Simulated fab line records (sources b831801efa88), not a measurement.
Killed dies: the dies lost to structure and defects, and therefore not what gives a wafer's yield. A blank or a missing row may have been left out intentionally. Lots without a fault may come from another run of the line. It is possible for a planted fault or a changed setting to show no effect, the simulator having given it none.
8D (eight disciplines) problem report, filled in by code | flow sky130 | the parts of the form that need people (team, actions taken, sign-off) are left out

## 1. THE PROBLEM
chamber-pressure-pa at SKY_METAL5_SPUTTER_02 reads a mean of 0.3639 Pa on 6 wafers of 2 lots; wafers without a fault read 0.3998 Pa with a standard deviation of 0.00084. Measured from the usual mean, that is -43 standard deviations.
The step: material AlCu, target thk 1150 nm, time 61.2 s.
The first sign was on wafer L338.1 at day 46 11:21, on pvd-sputter-02. At this step, 33 wafers from 11 lots have a number in the record. The rule behind "out" and "out of limits": a value lying over 4 standard deviations away from the usual mean. All remaining wafers that have a number are taken as sound.

## 2. WHAT THIS IS AND IS NOT
question                    | is                     | is not
which readings at this step | chamber-pressure-pa    | -
which lots                  | L338, L342             | L326, L327, L329, L330, L333, L339, L343, L347, L348
which wafers of those lots  | all that have a number | -
read on which tools         | pvd-sputter-02         | pvd-sputter-01, pvd-sputter-04
when                        | from day 46 11:21      | up to then (15 sound wafers); but 12 sound wafers of L339, L343, L347, L348 came after

## 3. THE SUSPECTS, EACH WITH WHAT RULES IT OUT
Counting: a tool at any process step up to the reading remains a suspect when it ran all the lots that are out and ran no sound lot after the first of those.
- cmp-02 at SKY_VIA4_CMP_21 (polishes, stops on SiO2, t overpolish 25 s, target thk 0 nm): ruled out as a lasting fault. After its first lot that is out, L338 (day 46 11:03), sound lots L343, L348 ran on it.
- pvd-sputter-02 at SKY_METAL5_SPUTTER_02 (material AlCu, target thk 1150 nm, time 61.2 s): kept. All lots that are out passed through it, beginning with L338 at day 46 11:21, and no sound lot followed; its final sound lot before that point was L330 at day 44 16:22. Its own chamber-pressure-pa readings are out on those wafers.
Remaining after the count: pvd-sputter-02 at SKY_METAL5_SPUTTER_02.

## 4. THE CAUSE (what the simulator had put in)
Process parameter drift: pvd-sputter-02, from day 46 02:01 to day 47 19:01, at SKY_METAL5_SPUTTER_02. Setting chamber-pressure-pa, moved by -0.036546, from 0.4. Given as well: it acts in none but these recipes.
The count eliminated every tool but this one.

## 5. SEQUENCE OF EFFECTS, ordered by route
One row per reading whose mean, taken over the struck wafers that have a number, lies over 3 standard deviations from the usual. Scope: only readings with a usual standard deviation given in the record; hours: median across lots of the time from each lot's start at the first step in this table that gives one to its start at this step; sigmas: change in usual standard deviations.
hours | step                  | reading             | usual     | on struck wafers | change  | sigmas
0     | SKY_METAL5_SPUTTER_02 | chamber-pressure-pa | 0.3998 Pa | 0.3639           | -0.0359 | -43
It contains these process steps:
- SKY_METAL5_SPUTTER_02: material AlCu, target thk 1150 nm, time 61.2 s.

## 6. WHAT WOULD HAVE CAUGHT IT SOONER
The fault began at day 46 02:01; the first out-of-limits reading in this record came at day 46 11:21, 9 hours later.
